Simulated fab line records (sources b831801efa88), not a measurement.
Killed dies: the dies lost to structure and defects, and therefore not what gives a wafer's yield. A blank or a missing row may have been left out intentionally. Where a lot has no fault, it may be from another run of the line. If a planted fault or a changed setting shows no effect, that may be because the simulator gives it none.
fab line records	flow gf180mcu
[record] lots = 13	wafers = 39	last-day = 34
route steps=602 shown DNWELL@39 VT_IMPLANT@99 HV_LDD@208
lots with no fault: from the same line, run without faults
start-h: hours from the record's opening day to when the first of the lot's shown wafers began	wait-h: hours from the lot's prior step to this one	" same as the row above	L1.1+2: a row that stands for several wafers	- value missing, or start not given	* or withheld: withheld	< > ~ a bound
route shown NAME@n: names a module that has steps shown in the file, with the first one's number in the route	usual: the fault-free wafers' mean and standard deviation	same: alike in all rows	chamber/n: place in a boat	sites: each site's reading	_std_site: the standard deviation of these	_edge_site: mean of outer sites minus mean of inner sites	radius-mm: how far each site lies from the wafer's centre	mask NAME#n: copy n	behind: the last tool/chamber to shape the wafer	hold: reason for holding the lot/hours on hold/outcome of the hold	device: which transistor (n, p or np) failed to switch	end of line: tests of these same wafers at the route's end	a step without rows: its recipe alone	killed: at the first sort, the dies lost to defects and structure; wafer yield is something else	map: dies across one wafer; x = killed, . = not, _ = none there
set.NAME: the setting that was run; set.NAME@STEP: the one run at that earlier step	model.NAME: the simulator's own value behind a step, which no gauge read
steps of the route over a sample of lots; a table a step, a row a wafer
services: a tool's chamber out of use, with start hour (start-h, from the record's first day; less than 0 if before it), hours out, and reason
[[steps]]
[step GF_DNWELL_IMPLANT_07]
[recipe] species = P	energy-kev = 1500	dose-cm2 = 1e+13	tilt-deg = 0
[usual] beam-on-s = 10.02/0.2	dose-ions-cm2 = 1.0002e+13/1.1e+10	faraday-current-uA = 56.3/1.1
lot.wafer	tool	chamber	start-h	wait-h	beam-on-s	dose-ions-cm2	faraday-current-uA
L902.2	implanter-01	0	43.15	-	9.97	1.0003e+13	56.5
L902.3	"	0	"	"	10.23	9.99e+12	55.0
L902.6	"	0	"	"	9.87	9.992e+12	56.9
L905.1	implanter-04	0	58.62	-	9.89	9.981e+12	57.1
L905.3	"	0	"	"	9.90	1.0011e+13	57.0
L905.6	"	0	"	"	9.86	1.0011e+13	57.0
L906.1	implanter-04	0	64.57	-	10.42	9.986e+12	54.3
L906.3	"	0	"	"	9.72	9.987e+12	58.2
L906.4	"	0	"	"	9.99	9.998e+12	56.6
L907.1	implanter-01	0	70.47	-	9.91	9.991e+12	57.0
L907.3	"	0	"	"	10.10	1.0007e+13	55.8
L907.6	"	0	"	"	10.17	9.988e+12	55.4
L909.2	implanter-03	0	81.00	-	9.77	1.0008e+13	57.9
L909.3	"	0	"	"	9.71	9.992e+12	58.0
L909.6	"	0	"	"	10.24	1.0011e+13	54.9
L910.1	implanter-04	0	85.84	-	10.07	9.998e+12	55.9
L910.3	"	0	"	"	10.19	9.988e+12	55.6
L910.4	"	0	"	"	10.38	9.989e+12	54.2
L911.4	implanter-03	0	89.75	-	10.09	1.0008e+13	55.9
L911.5	"	0	"	"	9.81	1.0007e+13	57.2
L911.6	"	0	"	"	10.02	9.991e+12	56.4
L916.2	implanter-04	0	119.94	-	10.04	1.6923e+13	94.5
L916.4	"	0	"	"	10.03	1.6936e+13	96.1
L916.6	"	0	"	"	10.19	1.6929e+13	94.0
L918.1	implanter-04	0	126.92	-	9.96	1.6921e+13	95.6
L918.5	"	0	"	"	9.71	1.6932e+13	98.1
L918.6	"	0	"	"	10.09	1.6909e+13	94.6
L920.1	implanter-01	0	138.17	-	9.88	1.0008e+13	56.9
L920.2	"	0	"	"	9.97	1.0014e+13	56.5
L920.4	"	0	"	"	9.99	1.0008e+13	56.3
L921.1	implanter-01	0	143.57	-	10.08	1.0016e+13	55.6
L921.3	"	0	"	"	10.13	1.0007e+13	55.8
L921.6	"	0	"	"	10.11	9.998e+12	55.7
L923.1	implanter-01	0	155.23	-	10.04	1.0006e+13	56.2
L923.3	"	0	"	"	10.08	1e+13	55.6
L923.6	"	0	"	"	9.76	9.993e+12	57.8
L925.3	implanter-01	0	164.13	-	10.07	1.0023e+13	55.8
L925.4	"	0	"	"	10.10	1.0015e+13	55.7
L925.5	"	0	"	"	9.50	1.0005e+13	59.1
[step GF_DNWELL_TW_MEAS_09]
[usual] DNWELL_TW = 1337/7.5
lot.wafer	tool	chamber	start-h	wait-h	DNWELL_TW
L902.2	film-metro-01	-	43.39	0.1	1349
L902.3	"	-	"	"	1355
L902.6	"	-	"	"	1352
L905.1	film-metro-02	-	58.87	0.1	1324
L905.3	"	-	"	"	1331
L905.6	"	-	"	"	1342
L906.1	film-metro-01	-	64.82	0.1	1347
L906.3	"	-	"	"	1346
L906.4	"	-	"	"	1342
L907.1	film-metro-02	-	70.72	0.1	1335
L907.3	"	-	"	"	1328
L907.6	"	-	"	"	1329
L909.2	film-metro-02	-	81.24	0.1	1337
L909.3	"	-	"	"	1327
L909.6	"	-	"	"	1329
L910.1	film-metro-03	-	86.09	0.1	1324
L910.3	"	-	"	"	1323
L910.4	"	-	"	"	1324
L911.4	film-metro-01	-	89.96	0.1	1339
L911.5	"	-	"	"	1340
L911.6	"	-	"	"	1336
L916.2	film-metro-03	-	120.18	0.1	1595
L916.4	"	-	"	"	1587
L916.6	"	-	"	"	1591
L918.1	film-metro-02	-	127.17	0.1	1575
L918.5	"	-	"	"	1577
L918.6	"	-	"	"	1578
L920.1	film-metro-02	-	138.42	0.1	1337
L920.2	"	-	"	"	1342
L920.4	"	-	"	"	1334
L921.1	film-metro-03	-	143.82	0.1	1318
L921.3	"	-	"	"	1323
L921.6	"	-	"	"	1331
L923.1	film-metro-03	-	155.48	0.1	1336
L923.3	"	-	"	"	1329
L923.6	"	-	"	"	1339
L925.3	film-metro-01	-	164.35	0.1	1351
L925.4	"	-	"	"	1350
L925.5	"	-	"	"	1344
[step GF_VT_IMPLANT_STRIP_09]
[recipe] chemistry = O2/N2	power-w = 1400	pressure-mtorr = 1500	platen-temp-c = 250	o2-flow-sccm = 3000	n2-flow-sccm = 300	overash-fraction = 0.5
[usual] drypump-motor-current-A = 5.4/0.54	heater-power-w = 321/36	oes-product-au = 0.715/0.0046	strip-time-to-endpoint-s = 12.62/0.034
lot.wafer	tool	chamber	start-h	wait-h	drypump-motor-current-A	heater-power-w	oes-product-au	rf-hours-counter-h	strip-time-to-endpoint-s
L902.2	plasma-asher-04	0	114.02	0.1	5.8	277	0.725	33	12.63
L902.3	"	1	"	"	4.8	331	0.718	-	12.62
L902.6	"	0	"	"	5.8	273	0.717	-	12.62
L905.1	plasma-asher-04	0	131.18	0.1	5.8	274	0.719	35	12.58
L905.3	"	0	"	"	5.8	273	0.720	-	12.57
L905.6	"	0	"	"	5.8	274	0.712	-	12.59
L906.1	plasma-asher-02	1	137.96	0.1	4.7	374	0.710	49	12.59
L906.3	"	0	"	"	6.0	372	0.715	-	12.65
L906.4	"	1	"	"	4.7	355	0.712	-	12.59
L907.1	plasma-asher-04	0	143.33	0.1	5.8	282	0.721	36	12.62
L907.3	"	1	"	"	4.8	337	0.720	-	12.65
L907.6	"	1	"	"	4.9	330	0.717	-	12.61
L909.2	plasma-asher-02	1	155.51	0.1	4.7	369	0.715	51	12.62
L909.3	"	0	"	"	6.0	379	0.714	-	12.65
L909.6	"	0	"	"	6.0	375	0.719	-	12.67
L910.1	plasma-asher-04	1	162.22	0.1	4.9	324	0.707	39	12.68
L910.3	"	1	"	"	4.8	331	0.711	-	12.66
L910.4	"	0	"	"	5.8	276	0.716	-	12.62
L911.4	plasma-asher-02	0	164.69	0.1	6.0	379	0.711	-	12.61
L911.5	"	0	"	"	6.0	375	0.716	-	12.59
L911.6	"	1	"	"	4.7	372	0.705	-	12.55
L916.2	plasma-asher-04	0	199.73	0.1	5.8	274	0.712	43	12.54
L916.4	"	0	"	"	5.8	277	0.712	-	12.63
L916.6	"	1	"	"	4.8	324	0.717	-	12.58
L918.1	plasma-asher-04	1	207.61	0.1	4.8	326	0.710	44	12.57
L918.5	"	0	"	"	5.8	274	0.710	-	12.64
L918.6	"	1	"	"	4.8	321	0.713	-	12.58
L920.1	plasma-asher-02	0	221.62	0.1	6.0	380	0.712	58	12.61
L920.2	"	1	"	"	4.7	366	0.713	58	12.63
L920.4	"	0	"	"	6.0	361	0.716	-	12.61
L921.1	plasma-asher-02	0	228.01	0.1	6.0	372	0.717	59	12.62
L921.3	"	1	"	"	4.7	355	0.719	-	12.62
L921.6	"	1	"	"	4.7	365	0.711	-	12.62
L923.1	plasma-asher-04	1	241.16	0.1	4.8	327	0.711	48	12.61
L923.3	"	0	"	"	5.8	274	0.717	-	12.58
L923.6	"	0	"	"	5.8	281	0.712	-	12.54
L925.3	plasma-asher-04	0	250.60	0.1	5.8	276	0.727	-	12.58
L925.4	"	1	"	"	4.8	324	0.714	-	12.55
L925.5	"	1	"	"	4.9	323	0.710	-	12.54
[step GF_HV_LDD_OVL_MEAS_32]
[usual] HV_LDD_02_OVL = 0.8/1.2
lot.wafer	tool	chamber	start-h	wait-h	HV_LDD_02_OVL[nm]
L902.2	overlay-02	-	258.30	0.1	0.6
L902.3	"	-	"	"	1.1
L902.6	"	-	"	"	0.0
L905.1	overlay-01	-	274.39	0.1	0.7
L905.3	"	-	"	"	0.1
L905.6	"	-	"	"	0.2
L906.1	overlay-01	-	283.63	0.1	1.7
L906.3	"	-	"	"	0.6
L906.4	"	-	"	"	1.9
L907.1	overlay-02	-	291.54	0.1	1.1
L907.3	"	-	"	"	-0.2
L907.6	"	-	"	"	0.5
L909.2	overlay-02	-	308.44	0.1	3.0
L909.3	"	-	"	"	1.2
L909.6	"	-	"	"	0.9
L910.1	overlay-02	-	315.89	0.1	0.8
L910.3	"	-	"	"	0.1
L910.4	"	-	"	"	1.2
L911.4	overlay-01	-	317.30	0.1	1.6
L911.5	"	-	"	"	1.1
L911.6	"	-	"	"	2.0
L916.2	overlay-02	-	363.50	0.1	2.3
L916.4	"	-	"	"	1.6
L916.6	"	-	"	"	2.3
L918.1	overlay-02	-	373.89	0.1	1.9
L918.5	"	-	"	"	0.9
L918.6	"	-	"	"	0.9
L920.1	overlay-02	-	392.10	0.1	0.0
L920.2	"	-	"	"	0.0
L920.4	"	-	"	"	0.1
L921.1	overlay-01	-	403.24	0.1	2.1
L921.3	"	-	"	"	0.8
L921.6	"	-	"	"	-0.3
L923.1	overlay-02	-	420.34	0.1	3.0
L923.3	"	-	"	"	0.7
L923.6	"	-	"	"	1.2
L925.3	overlay-02	-	433.35	0.1	2.8
L925.4	"	-	"	"	0.6
L925.5	"	-	"	"	0.7
[step GF_HV_LDD_CD_MEAS_46]
[recipe] target-cd-nm = 400
[usual] cd-nm = 399.4/2.5
lot.wafer	tool	chamber	start-h	wait-h	cd-nm
L902.2	cd-sem-01	-	278.35	0.1	399.6
L902.3	"	-	"	"	399.8
L902.6	"	-	"	"	398.3
L905.1	cd-sem-01	-	294.37	0.1	395.7
L905.3	"	-	"	"	397.6
L905.6	"	-	"	"	398.3
L906.1	cd-sem-02	-	304.76	0.1	399.0
L906.3	"	-	"	"	400.5
L906.4	"	-	"	"	401.1
L907.1	cd-sem-02	-	312.46	0.1	399.3
L907.3	"	-	"	"	398.0
L907.6	"	-	"	"	396.8
L909.2	cd-sem-01	-	329.48	0.1	398.5
L909.3	"	-	"	"	397.9
L909.6	"	-	"	"	400.2
L910.1	cd-sem-02	-	337.17	0.1	398.9
L910.3	"	-	"	"	399.1
L910.4	"	-	"	"	399.1
L911.4	cd-sem-02	-	338.07	0.1	405.0
L911.5	"	-	"	"	405.8
L911.6	"	-	"	"	405.9
L916.2	cd-sem-01	-	387.14	0.1	401.8
L916.4	"	-	"	"	399.2
L916.6	"	-	"	"	400.5
L918.1	cd-sem-01	-	397.88	0.1	398.1
L918.5	"	-	"	"	397.6
L918.6	"	-	"	"	398.4
L920.1	cd-sem-01	-	415.43	0.1	399.1
L920.2	"	-	"	"	401.3
L920.4	"	-	"	"	399.2
L921.1	cd-sem-01	-	427.58	0.1	400.8
L921.3	"	-	"	"	398.2
L921.6	"	-	"	"	399.5
L923.1	cd-sem-01	-	445.13	0.1	398.4
L923.3	"	-	"	"	398.1
L923.6	"	-	"	"	397.5
L925.3	cd-sem-01	-	458.69	0.2	399.4
L925.4	"	-	"	"	399.1
L925.5	"	-	"	"	402.1
[[services]]
tool	chamber	start-h	hours	kind
implanter-03	-	29.00	0.5	repair
implanter-03	-	68.91	3.2	pm
implanter-03	-	97.85	1.4	repair
implanter-04	-	167.52	3.9	pm
plasma-asher-04	-	170.53	2.8	repair
implanter-03	-	177.54	2.2	repair
implanter-04	-	212.67	2.4	repair
implanter-01	-	220.72	4.3	pm
implanter-03	-	236.93	14.9	pm
[[key]]
[first-sign] step = GF_DNWELL_IMPLANT_07	reading = dose-ions-cm2	direction = up	sigmas = 99+	usual = 1.0002e+13	struck = 1.6925e+13
[effect] step = GF_DNWELL_IMPLANT_07	reading = faraday-current-uA	direction = up	sigmas = 35	usual = 56.3	struck = 95.5
[effect] step = GF_DNWELL_TW_MEAS_09	reading = DNWELL_TW	direction = up	sigmas = 33	usual = 1337	struck = 1584
met-at GF_DNWELL_IMPLANT_07
struck-lots L916,L918
tester-left-out L916,L918
not-acting-at GF_VT_IMPLANT_STRIP_09,GF_HV_LDD_OVL_MEAS_32,GF_HV_LDD_CD_MEAS_46
onset-between 85.84 119.94
[fault] kind = process-parameter-drift	tool = implanter-04	chamber = -	onset-h = 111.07	steps = GF_DNWELL_IMPLANT_07	channel = dose-cm2	offset = 6.9338e+12	shape = step	end-h = 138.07	acts-in = these-recipes-only	stated = 1e+13
// tester-left-out: of these lots the tester's yield and bins aren't shown, on N5 and GAA mostly nor the transistor test; their killed dies are dies lost to structure and defects alone, not to doping, threshold or leakage, so they don't give the yield
